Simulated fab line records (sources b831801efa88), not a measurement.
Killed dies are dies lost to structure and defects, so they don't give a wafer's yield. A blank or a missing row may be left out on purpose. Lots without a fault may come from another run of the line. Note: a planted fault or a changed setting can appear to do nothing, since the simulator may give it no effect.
Chamber matching    flow sky130    SKY_LI_CONTACT_ETCH_15 on rie diel-04 has 4 sister chambers
The step etches PSG in C4F8/O2/Ar, stops on Si, target depth 600 nm. 4 wafers are shown with their chamber, then 7 later ones without.

## EACH WAFER AND ITS CHAMBER
wafer   chamber  oes product au (a.u.)
L080.5  3        0.838
L086.5  0        0.839
L093.1  2        0.849
L093.2  1        0.837

## WAFERS WITHOUT THEIR CHAMBER
wafer   oes product au (a.u.)
L093.3  0.842
L093.4  0.848
L093.5  0.830
L093.6  0.837
L096.2  0.834
L096.5  0.840
L096.6  0.829

## WHICH CHAMBER EACH ONE RAN IN
wafer   from the rows above                in truth
L093.3  can't be placed: 0 or 3 or 1 or 2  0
L093.4  can't be placed: 2 or 0            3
L093.5  can't be placed: 1 or 3 or 0       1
L093.6  can't be placed: 1 or 3 or 0       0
L096.2  can't be placed: 1 or 3 or 0       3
L096.5  can't be placed: 0 or 3 or 1 or 2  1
L096.6  can't be placed: 1 or 3 or 0       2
Correctly placed: 0 of 7. From these rows, 7 cannot be placed; in 5 the true chamber is one of the candidates. Number placed wrongly: 0.
How it was worked out, from the rows above alone: a wafer's distance from a chamber is the root of the sum, over the readings, of the square of ((its reading less the chamber's mean) divided by the reading's scatter). The wafer belongs to the nearest chamber; if the next one is less than 2 further off, it can't be placed. A chamber's mean is the mean of its shown wafers. The scatter: root of mean squared gap, hidden wafer to nearest shown wafer, with one shown wafer a chamber.
